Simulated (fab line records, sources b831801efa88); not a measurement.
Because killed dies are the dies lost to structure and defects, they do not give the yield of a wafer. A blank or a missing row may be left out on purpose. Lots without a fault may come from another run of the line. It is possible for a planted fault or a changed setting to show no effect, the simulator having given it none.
What tool caused it?    flow sky130    33 wafers from 11 lots sampled at 2 of the route's 708 steps

WHAT THE GAUGES SHOWED, per wafer
SKY_CONTACT_CD_MEAS_14 targets a cd of 170 nm.
lot   measured      on         cd nm (nm)
L707  day 30 17:34  cd sem-01  170.3 171.0 170.0
L709  day 31 16:35  cd sem-02  167.8 169.6 168.1
L713  day 33 14:56  cd sem-01  172.4 172.6 173.9
L714  day 33 19:01  cd sem-02  171.7 169.7 170.9
L715  day 34 10:02  cd sem-01  170.1 170.4 172.1
L723  day 37 04:58  cd sem-01  169.8 170.3 169.9
L722  day 37 05:04  cd sem-01  171.1 171.4 172.2
L725  day 37 06:54  cd sem-01  170.8 171.4 170.9
L726  day 37 16:04  cd sem-02  169.8 169.6 171.1
L728  day 39 02:14  cd sem-01  167.8 168.9 169.0
L730  day 39 06:43  cd sem-02  166.6 168.5 166.6

WHAT TOOL EACH LOT RAN ON (gives the tool, then ch and the chambers of the sampled wafers, and finally the start)
lot   SKY_LOCAL_INTERCONNECT_METAL_ETCH_14
L707  rie metal-03 ch 1, day 29 12:44
L709  rie metal-04 ch 0,1, day 30 12:22
L713  rie metal-03 ch 1, day 32 11:13
L714  rie metal-02 ch 0,1, day 32 15:17
L715  rie metal-04 ch 0,1, day 33 06:52
L723  rie metal-04 ch 0,1, day 36 00:42
L722  rie metal-03 ch 0,1, day 36 01:23
L725  rie metal-02 ch 0,1, day 36 02:48
L726  rie metal-02 ch 0,1, day 36 12:44
L728  rie metal-04 ch 0,1, day 38 00:32
L730  rie metal-02 ch 0,1, day 38 04:46
- SKY_LOCAL_INTERCONNECT_METAL_ETCH_14: etches TiN in Cl2/BCl3, stops on PSG, target depth 110 nm, time 31.4 s.

AS READ BY THE TOOLS THEMSELVES (means over the sampled wafers that have a number; for cases with no such wafer, the mark the record gives instead)
SKY_LOCAL_INTERCONNECT_METAL_ETCH_14.
lot   tool          bcl3 flow sccm (sccm)  bias w (W)  drypump motor current A (A)  oes product au (a.u.)  throttle valve pct (%)
L707  rie metal-03  30.00                  48.30       5.7                          0.947                  21.895
L709  rie metal-04  30.08                  48.33       6.0                          0.949                  21.896
L713  rie metal-03  30.16                  48.49       5.7                          0.934                  21.898
L714  rie metal-02  30.04                  48.43       5.2                          0.938                  21.894
L715  rie metal-04  30.00                  48.45       6.0                          0.943                  21.902
L723  rie metal-04  29.97                  48.50       6.0                          0.940                  21.911
L722  rie metal-03  29.95                  48.52       5.9                          0.937                  21.891
L725  rie metal-02  29.93                  48.38       5.5                          0.945                  21.902
L726  rie metal-02  30.08                  48.45       5.2                          0.940                  21.896
L728  rie metal-04  30.03                  48.55       6.0                          0.938                  21.898
L730  rie metal-02  29.95                  48.57       5.2                          0.944                  21.905

THE ANSWER, worked out from the rows above alone
Rule: the lots themselves supply what counts as usual. The widest of any qualifying gaps counts: lots, ordered by their means at a reading, are off when they make up no more than a third of the lots, leave a main group of 4 or more, and stand apart from it by 3 or more times the standard deviation of that group's means. The tables above print the reading to a certain number of digits; a main group whose means all agree to those digits is not used. Also off: a lot with no number at a reading for which 4 or more lots have one. Any other lot the step has rows for is counted as sound. After the gauges, taken in route order, come the tools' own readings; for these a lot's mean is taken, as printed above. The first step at which some lot is off is used, and at that step the reading that is off furthest; a lot without a number counts as furthest.
Nothing can be told from this: no lot is off at any reading shown.

WHAT THE SIMULATOR HAD PUT IN
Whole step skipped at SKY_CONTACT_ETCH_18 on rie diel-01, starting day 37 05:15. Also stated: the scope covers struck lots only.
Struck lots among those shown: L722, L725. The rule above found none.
